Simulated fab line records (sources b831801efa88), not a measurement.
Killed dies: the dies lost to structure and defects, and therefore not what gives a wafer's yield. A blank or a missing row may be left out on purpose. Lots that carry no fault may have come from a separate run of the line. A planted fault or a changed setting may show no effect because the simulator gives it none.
The tool behind it: which one? + flow sky130 + 42 wafers from 14 lots sampled at 4 of the route's 708 steps

## WHAT THE GAUGES SHOWED, per wafer
SKY_SD_N_CD_MEAS_07 targets a cd of 380 nm.
| lot  | measured     | on        | cd nm (nm)        |
|------|--------------|-----------|-------------------|
| L603 | day 28 02:58 | cd sem-01 | 377.0 376.5 376.6 |
| L604 | day 28 07:27 | cd sem-01 | 380.7 378.8 378.6 |
| L606 | day 28 23:34 | cd sem-01 | 379.5 379.3 378.3 |
| L607 | day 29 11:13 | cd sem-01 | 382.0 382.1 380.9 |
| L612 | day 31 13:33 | cd sem-02 | 383.1 384.9 383.4 |
| L615 | day 32 09:28 | cd sem-02 | 384.3 384.4 382.5 |
| L616 | day 32 18:55 | cd sem-01 | 381.3 383.0 378.3 |
| L617 | day 32 19:40 | cd sem-01 | 379.0 376.3 377.7 |
| L618 | day 33 05:07 | cd sem-01 | 375.5 375.1 374.2 |
| L619 | day 33 17:11 | cd sem-01 | 382.0 381.5 379.6 |
| L621 | day 33 23:10 | cd sem-02 | 380.4 381.4 383.3 |
| L624 | day 35 02:21 | cd sem-02 | 383.6 385.0 384.9 |
| L626 | day 35 06:17 | cd sem-01 | 382.1 380.5 382.3 |
| L625 | day 35 10:26 | cd sem-02 | 385.6 382.2 384.6 |

SKY_LI_CONTACT_OVL_MEAS_13.
| lot  | measured     | on         | LI_CONTACT_OVL (nm) |
|------|--------------|------------|---------------------|
| L603 | day 29 08:46 | overlay-01 | -1 4 -9             |
| L604 | day 29 13:28 | overlay-02 | -11 3 2             |
| L606 | day 30 05:19 | overlay-01 | 12 9 10             |
| L607 | day 30 16:45 | overlay-02 | 8 -5 1              |
| L612 | day 32 18:45 | overlay-01 | 5 -1 -9             |
| L615 | day 33 14:13 | overlay-01 | 13 8 3              |
| L616 | day 33 23:58 | overlay-01 | 9 12 1              |
| L617 | day 34 00:13 | overlay-02 | 4 0 -5              |
| L618 | day 34 09:28 | overlay-02 | 0 0 -5              |
| L619 | day 34 20:55 | overlay-01 | 5 0 4               |
| L621 | day 35 03:43 | overlay-01 | 4 -6 -2             |
| L624 | day 36 06:50 | overlay-02 | 9 7 11              |
| L626 | day 36 09:59 | overlay-01 | 1 2 7               |
| L625 | day 36 14:14 | overlay-01 | 3 -2 4              |

SKY_CONTACT_BOW_MEAS_05.
| lot  | measured     | on            | CONTACT_BOW (um) |
|------|--------------|---------------|------------------|
| L603 | day 30 16:01 | film metro-03 | 75 82 75         |
| L604 | day 30 20:09 | film metro-03 | 88 86 94         |
| L606 | day 31 11:07 | film metro-01 | 80 89 79         |
| L607 | day 31 22:50 | film metro-02 | 70 87 78         |
| L612 | day 34 00:38 | film metro-03 | 85 91 94         |
| L615 | day 34 20:10 | film metro-01 | 76 82 74         |
| L616 | day 35 05:11 | film metro-03 | 80 90 98         |
| L617 | day 35 05:33 | film metro-03 | 84 78 74         |
| L618 | day 35 14:44 | film metro-03 | 79 79 71         |
| L619 | day 36 01:50 | film metro-02 | 78 83 74         |
| L621 | day 36 08:39 | film metro-01 | 85 81 83         |
| L624 | day 37 11:34 | film metro-02 | 85 77 70         |
| L626 | day 37 14:44 | film metro-01 | 70 75 75         |
| L625 | day 37 19:02 | film metro-01 | 86 77 93         |

## EACH LOT AND THE TOOL THAT RAN IT (in order: tool; ch and the chambers of the sampled wafers; start)
| lot  | SKY_LOCAL_INTERCONNECT_SOFTBAKE_07 |
|------|------------------------------------|
| L603 | litho track-02 ch 0, day 30 01:00  |
| L604 | litho track-03 ch 0, day 30 05:00  |
| L606 | litho track-02 ch 0, day 30 19:00  |
| L607 | litho track-02 ch 0, day 31 07:00  |
| L612 | litho track-03 ch 0, day 33 09:00  |
| L615 | litho track-03 ch 0, day 34 04:00  |
| L616 | litho track-03 ch 0, day 34 14:00  |
| L617 | litho track-02 ch 0, day 34 15:00  |
| L618 | litho track-01 ch 0, day 35 00:00  |
| L619 | litho track-02 ch 0, day 35 10:00  |
| L621 | litho track-01 ch 0, day 35 18:00  |
| L624 | litho track-02 ch 0, day 36 20:00  |
| L626 | litho track-02 ch 0, day 37 00:00  |
| L625 | litho track-02 ch 0, day 37 04:00  |
- SKY_LOCAL_INTERCONNECT_SOFTBAKE_07: time 90 s.

## AS READ BY THE TOOLS THEMSELVES (means over the sampled wafers that have a number; for cases with no such wafer, the mark the record gives instead)
SKY_LOCAL_INTERCONNECT_SOFTBAKE_07.
| lot  | tool           | heater power total W (W) | plate temp C (C) | resist line temp C (C) | run length s (s) |
|------|----------------|--------------------------|------------------|------------------------|------------------|
| L603 | litho track-02 | 57.28                    | 100.04           | 23.03                  | 119.12           |
| L604 | litho track-03 | 57.35                    | 99.99            | 22.88                  | 119.33           |
| L606 | litho track-02 | 57.19                    | 100.04           | 23.15                  | 119.27           |
| L607 | litho track-02 | 57.35                    | 99.91            | 22.99                  | 119.27           |
| L612 | litho track-03 | 57.35                    | 100.17           | 23.14                  | 119.01           |
| L615 | litho track-03 | 58.74                    | -                | 22.94                  | 113.17           |
| L616 | litho track-03 | 58.60                    | -                | 22.96                  | 113.31           |
| L617 | litho track-02 | 57.39                    | 99.93            | 22.98                  | 119.24           |
| L618 | litho track-01 | 57.34                    | 99.95            | 23.07                  | 119.19           |
| L619 | litho track-02 | 57.42                    | 99.87            | 22.94                  | 119.21           |
| L621 | litho track-01 | 57.41                    | 99.88            | 22.98                  | 119.35           |
| L624 | litho track-02 | 57.29                    | 99.99            | 23.00                  | 119.18           |
| L626 | litho track-02 | 57.20                    | 99.95            | 23.05                  | 119.21           |
| L625 | litho track-02 | 57.31                    | 99.98            | 22.81                  | 119.18           |

## THE ANSWER, worked out from the rows above alone
Rule: what is usual is taken from the lots themselves. Put in order of their means at a reading, lots are off if they are a third of the lots or fewer, leave a main group of 4 or more, and stand apart from it by a gap of 3 or more times the standard deviation of the main group's means; of several such gaps the widest counts. If all means in a main group match to the digits the tables above print for the reading, that group is not used. A lot without any number at a reading at which 4 lots or more have one is off too. Any other lot the step has rows for is counted as sound. The gauges are gone through in route order, then the tools' own readings, and for those a lot's mean is taken as printed above. The first step at which some lot is off is used, and at that step the reading that is off furthest; a lot without a number counts as furthest.
Off: L615, L616 (SKY_LOCAL_INTERCONNECT_SOFTBAKE_07, plate temp C). Without a number there: L615, L616. Main group: mean 99.97 C, sd 0.079.
A tool fits if, at that step or a process step before it, it ran every lot that is off, and no sound lot after the first of them. One fits: litho track-03 at SKY_LOCAL_INTERCONNECT_SOFTBAKE_07. Its last sound lot is L612 (day 33 09:00), its first lot that is off L615 (day 34 04:00): a fault that began between those two fits.
The tool's own readings at SKY_LOCAL_INTERCONNECT_SOFTBAKE_07 bear it out: on the lots that are off they differ by more than 5 times the standard deviation of the sound lots' means. heater power total W reads 58.67 W there against 57.32 W on the sound lots; run length s reads 113.24 s there against 119.21 s on the sound lots.
Blank at SKY_LOCAL_INTERCONNECT_SOFTBAKE_07 on the lots that are off, where sound lots have numbers: plate temp C.

## WHAT THE SIMULATOR HAD INSERTED
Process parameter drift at SKY_LOCAL_INTERCONNECT_SOFTBAKE_07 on litho track-03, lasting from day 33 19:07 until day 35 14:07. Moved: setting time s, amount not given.
Lots struck among those shown: L615, L616. The rule above reached the same finding.
